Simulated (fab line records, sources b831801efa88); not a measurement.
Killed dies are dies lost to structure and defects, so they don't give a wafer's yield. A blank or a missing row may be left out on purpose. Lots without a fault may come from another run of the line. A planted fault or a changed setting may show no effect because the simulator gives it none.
Which tool did it? | flow sky130 | 7 lots, 21 wafers sampled, at 1 step of a route of 708

WHAT THE GAUGES READ, wafer by wafer
SKY_RES_PROTECT_TW_MEAS_08.
lot  | measured     | on            | POLY_GATE_TW
L632 | day 15 16:29 | film_metro-01 | 3985 3977 3975
L639 | day 17 20:38 | film_metro-01 | 3932 3953 3954
L643 | day 19 14:48 | film_metro-03 | 4027 4058 4054
L645 | day 20 05:41 | film_metro-01 | 3939 3940 3979
L648 | day 21 09:37 | film_metro-01 | 3942 3936 3925
L650 | day 22 01:08 | film_metro-04 | 4114 4118 4130
L653 | day 23 10:38 | film_metro-03 | 4060 4044 4060

WHICH TOOL RAN EACH LOT (tool, then ch and the chambers of the sampled wafers, then the start)
The record holds no process step before these readings.

THE ANSWER, worked out from the rows above alone
Rule: what is usual is taken from the lots themselves. Put in order of their means at a reading, lots are off if they are a third of the lots or fewer, leave a main group of 4 or more, and stand apart from it by a gap of 3 or more times the standard deviation of the main group's means; of several such gaps the widest counts. A main group whose means are all the same, to the digits that the tables above print for the reading, isn't used. A lot without any number at a reading at which 4 lots or more have one is off too. The other lots that the step has rows for count as sound.
No lot is off at any reading shown: from this, nothing can be told.

WHAT THE SIMULATOR HAD PUT IN
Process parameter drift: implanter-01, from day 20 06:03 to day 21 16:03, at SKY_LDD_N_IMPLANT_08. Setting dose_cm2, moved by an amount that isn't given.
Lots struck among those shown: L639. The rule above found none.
